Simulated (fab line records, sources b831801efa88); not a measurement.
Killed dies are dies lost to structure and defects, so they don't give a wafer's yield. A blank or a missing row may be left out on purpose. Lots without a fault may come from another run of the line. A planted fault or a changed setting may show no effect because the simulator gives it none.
One fault seen from 2 desks | flow sky130 | each desk has only its own numbers; what lay behind them comes last

THE METROLOGY DESK
What the gauges read, lot by lot, whatever tool the lot ran on: means of the sampled wafers that have a number. A lot is out of limits, marked OUT, if its mean lies more than 4 standard deviations from the usual mean; the brackets give that distance.
Columns: A = VT_ADJUST_PCH_OVL at SKY_VT_ADJUST_PCH_OVL_MEAS_07, usual 0.1 nm; B = cd_nm at SKY_POLY_GATE_CD_MEAS_22, usual 150.2 nm; C = LDD_N_TW at SKY_LDD_N_TW_MEAS_17, usual 2581
lot  | first seen here | A    | B     | C
L200 | day 10 13:08    | 0.9  | 146.8 | 2605
L202 | day 11 00:52    | 1.2  | 149.4 | 2577
L204 | day 11 23:23    | 0.9  | 151.3 | 2564
L205 | day 12 04:34    | 0.3  | 150.2 | 2619
L206 | day 12 08:00    | 1.0  | 150.4 | 2596
L207 | day 12 22:56    | -0.2 | 148.3 | 2577
L213 | day 14 18:37    | -0.6 | 149.6 | 2587
L216 | day 15 14:26    | -2.5 | 151.0 | 2611
L219 | day 16 14:33    | -1.1 | 149.1 | 2596
L220 | day 16 20:42    | 0.2  | 154.1 | 2586
L221 | day 17 03:14    | -0.4 | 149.6 | 2595
L223 | day 17 22:08    | -0.1 | 151.6 | 2572
This desk's finding: nothing out of limits on any of the 12 lots.

THE TOOL OWNER'S DESK: implanter-03
The tool's own readings at SKY_LDD_N_IMPLANT_09: means of the sampled wafers that have a number, for each lot that ran on this tool. A lot is out of limits, marked OUT, if its mean lies more than 4 standard deviations from the usual mean; the brackets give that distance.
Columns: A = beam_on_s at SKY_LDD_N_IMPLANT_09, usual 10.10 s; B = faraday_current_uA at SKY_LDD_N_IMPLANT_09, usual 419
lot  | first seen here | A               | B
L200 | day 18 01:05    | 10.13           | 419
L204 | day 19 23:12    | 10.05           | 420
L207 | day 21 08:12    | 9.95            | 424
L213 | day 23 07:15    | 12.77 (+10) OUT | 332 (-7.9) OUT
L216 | day 23 21:56    | 12.82 (+10) OUT | 330 (-8.1) OUT
L223 | day 26 02:49    | 10.19           | 414
This desk's finding: out of limits on L213, L216; first on L213, day 23 07:15 (beam_on_s at SKY_LDD_N_IMPLANT_09). In limits: L200, L204, L207, L223.

PUT TOGETHER
The tool owner's desk could have raised an alarm at day 23 07:15, on L213, L216.
The metrology desk saw nothing out of limits.
The metrology desk has L213, L216 on record, within its limits.
Of the lots named, all ran SKY_LDD_N_IMPLANT_09 on implanter-03.

WHAT THE SIMULATOR HAD PUT IN
Process parameter drift: implanter-03, from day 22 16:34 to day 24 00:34, at SKY_LDD_N_IMPLANT_09. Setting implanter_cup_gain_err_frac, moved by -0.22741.
Lots struck among those shown: L213, L216.
Hours from the fault's start to each desk's first reading out of limits: the tool owner's desk, 15.
